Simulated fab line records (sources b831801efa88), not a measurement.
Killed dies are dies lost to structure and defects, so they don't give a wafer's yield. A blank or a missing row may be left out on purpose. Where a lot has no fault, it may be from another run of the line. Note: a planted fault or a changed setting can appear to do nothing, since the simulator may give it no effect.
Which tool was responsible?	flow gf180mcu	6 lots, 18 wafers sampled, at 2 steps of a route of 602

## WHAT THE GAUGES READ, wafer by wafer
GF_V4_CD_MEAS_14: the cd target is 260 nm.
lot	measured	on	cdNm (nm)
L410	day 24 23:14	cdSem-02	260.8 259.6 259.8
L413	day 25 20:31	cdSem-02	259.2 260.0 260.0
L419	day 27 22:26	cdSem-01	261.3 260.5 260.1
L424	day 29 16:46	cdSem-01	258.9 260.0 259.1
L426	day 29 19:45	cdSem-01	260.5 259.1 262.3
L430	day 30 17:46	cdSem-01	260.8 258.5 261.5

## WHAT TOOL EACH LOT RAN ON (gives the tool, then ch and the chambers of the sampled wafers, and finally the start)
lot	GF_M4_STRIP_18
L410	wetBench-02 ch 2, day 23 23:57
L413	wetBench-02 ch 2, day 24 22:32
L419	wetBench-02 ch 0, day 27 00:14
L424	wetBench-02 ch 1, day 28 20:56
L426	wetBench-04 ch 2, day 28 23:50
L430	wetBench-04 ch 3, day 29 22:44
- GF_M4_STRIP_18: strips in post etch residue remover, time 1200 s.

## THE ANSWER, worked out from the rows above alone
Rule: usual is defined by the lots themselves. The widest of any qualifying gaps counts: lots, ordered by their means at a reading, are off when they make up no more than a third of the lots, leave a main group of 4 or more, and stand apart from it by 3 or more times the standard deviation of that group's means. If all means in a main group match to the digits the tables above print for the reading, that group is not used. Also off: a lot with no number at a reading for which 4 or more lots have one. Any other lot the step has rows for is counted as sound.
Nothing can be told from this: no lot is off at any reading shown.

## WHAT THE SIMULATOR PUT IN
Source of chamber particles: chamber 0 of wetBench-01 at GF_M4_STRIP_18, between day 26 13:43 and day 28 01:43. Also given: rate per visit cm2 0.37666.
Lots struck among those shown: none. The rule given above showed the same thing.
